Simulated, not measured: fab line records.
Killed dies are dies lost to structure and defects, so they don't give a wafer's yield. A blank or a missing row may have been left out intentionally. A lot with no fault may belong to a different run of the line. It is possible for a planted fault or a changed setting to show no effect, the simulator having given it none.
Check of tool commonality | flow sky130 | 42 wafers sampled across 14 lots

== REASON FOR OPENING ==
Of 14 lots, 2 have the reading PWDE_TW flagged at SKY_PWDE_TW_MEAS_10. No-fault wafers: 371.6, standard deviation 2.7.
Rule: a lot is flagged when every wafer of it that has a number lies more than 4 standard deviations from that mean, or none has a number. The rest of the lots are taken to be sound.

lot  | measured    | on           | PWDE_TW, wafer by wafer | flag
L253 | day 3 19:54 | filmMetro-02 | 371.6 369.1 369.5       | 
L255 | day 4 08:26 | filmMetro-02 | 372.0 368.9 371.4       | 
L256 | day 4 14:59 | filmMetro-04 | 368.0 369.9 370.1       | 
L259 | day 5 07:25 | filmMetro-02 | 369.2 368.7 369.4       | 
L260 | day 5 14:03 | filmMetro-02 | 370.4 369.5 371.8       | 
L261 | day 5 17:49 | filmMetro-03 | 375.1 373.3 374.1       | 
L262 | day 5 23:15 | filmMetro-03 | 375.6 373.6 373.4       | 
L264 | day 6 09:29 | filmMetro-02 | 370.4 368.4 369.4       | 
L266 | day 7 00:11 | filmMetro-02 | 370.2 371.4 370.1       | 
L267 | day 7 03:59 | filmMetro-03 | 375.0 373.7 373.6       | 
L268 | day 7 11:25 | filmMetro-02 | 369.4 372.0 371.5       | 
L269 | day 7 16:57 | filmMetro-03 | 30.2 30.2 29.8          | FLAGGED
L273 | day 8 12:31 | filmMetro-04 | 29.5 29.6 29.5          | FLAGGED
L276 | day 9 09:37 | filmMetro-04 | 369.9 371.1 368.9       | 
On average the flagged lots read 29.8, which is -341.8 against the usual, or -99 or more standard deviations.

== TOOL THAT RAN EACH LOT ==
The record keeps 1 process step preceding the reading, out of 708 steps on the route. In each cell: the tool, then ch and the chambers that the sampled wafers went through, then the start.
lot  | flag    | SKY_PWDE_DEVELOP_06
L253 |         | lithoTrack-03 ch 0, day 3 19:00
L255 |         | lithoTrack-04 ch 0, day 4 08:00
L256 |         | lithoTrack-02 ch 0, day 4 14:00
L259 |         | lithoTrack-02 ch 0, day 5 06:00
L260 |         | lithoTrack-04 ch 0, day 5 13:00
L261 |         | lithoTrack-02 ch 0, day 5 17:00
L262 |         | lithoTrack-04 ch 0, day 5 22:00
L264 |         | lithoTrack-04 ch 0, day 6 09:00
L266 |         | lithoTrack-03 ch 0, day 6 23:00
L267 |         | lithoTrack-03 ch 0, day 7 03:00
L268 |         | lithoTrack-02 ch 0, day 7 10:00
L269 | FLAGGED | lithoTrack-03 ch 0, day 7 16:00
L273 | FLAGGED | lithoTrack-03 ch 0, day 8 12:00
L276 |         | lithoTrack-02 ch 0, day 9 09:00
These steps, and what they do:
- SKY_PWDE_DEVELOP_06: develop time 60 s.
- SKY_PWDE_TW_MEAS_10

== FLAGGED AGAINST TOTAL, ONE TOOL AT A TIME (gauges that did the reading follow at the end) ==
step                | tool          | lots run | flagged | share of the flagged lots | sound lots run after its first flagged lot
SKY_PWDE_DEVELOP_06 | lithoTrack-02 | 5        | 0       | none                      | -
SKY_PWDE_DEVELOP_06 | lithoTrack-03 | 5        | 2       | all                       | 0
SKY_PWDE_DEVELOP_06 | lithoTrack-04 | 4        | 0       | none                      | -
SKY_PWDE_TW_MEAS_10 | filmMetro-02  | 7        | 0       | none                      | -
SKY_PWDE_TW_MEAS_10 | filmMetro-03  | 4        | 1       | some                      | 0
SKY_PWDE_TW_MEAS_10 | filmMetro-04  | 3        | 1       | some                      | 1 (L276)

== WHAT THE TABLE PERMITS ==
1 row of the table ran every flagged lot: lithoTrack-03 at SKY_PWDE_DEVELOP_06.
- lithoTrack-03 at SKY_PWDE_DEVELOP_06: 2 of its 5 lots flagged. Last sound lot L267 at day 7 03:00, first flagged lot L269 at day 7 16:00; a fault beginning in between fits.
One tool is left: lithoTrack-03 at SKY_PWDE_DEVELOP_06.

== WHAT THE SIMULATOR HAD PUT IN ==
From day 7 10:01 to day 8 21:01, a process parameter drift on lithoTrack-03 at SKY_PWDE_DEVELOP_06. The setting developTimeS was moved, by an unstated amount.
Shown lots that were struck: L269, L273. The rule above reached the same finding.
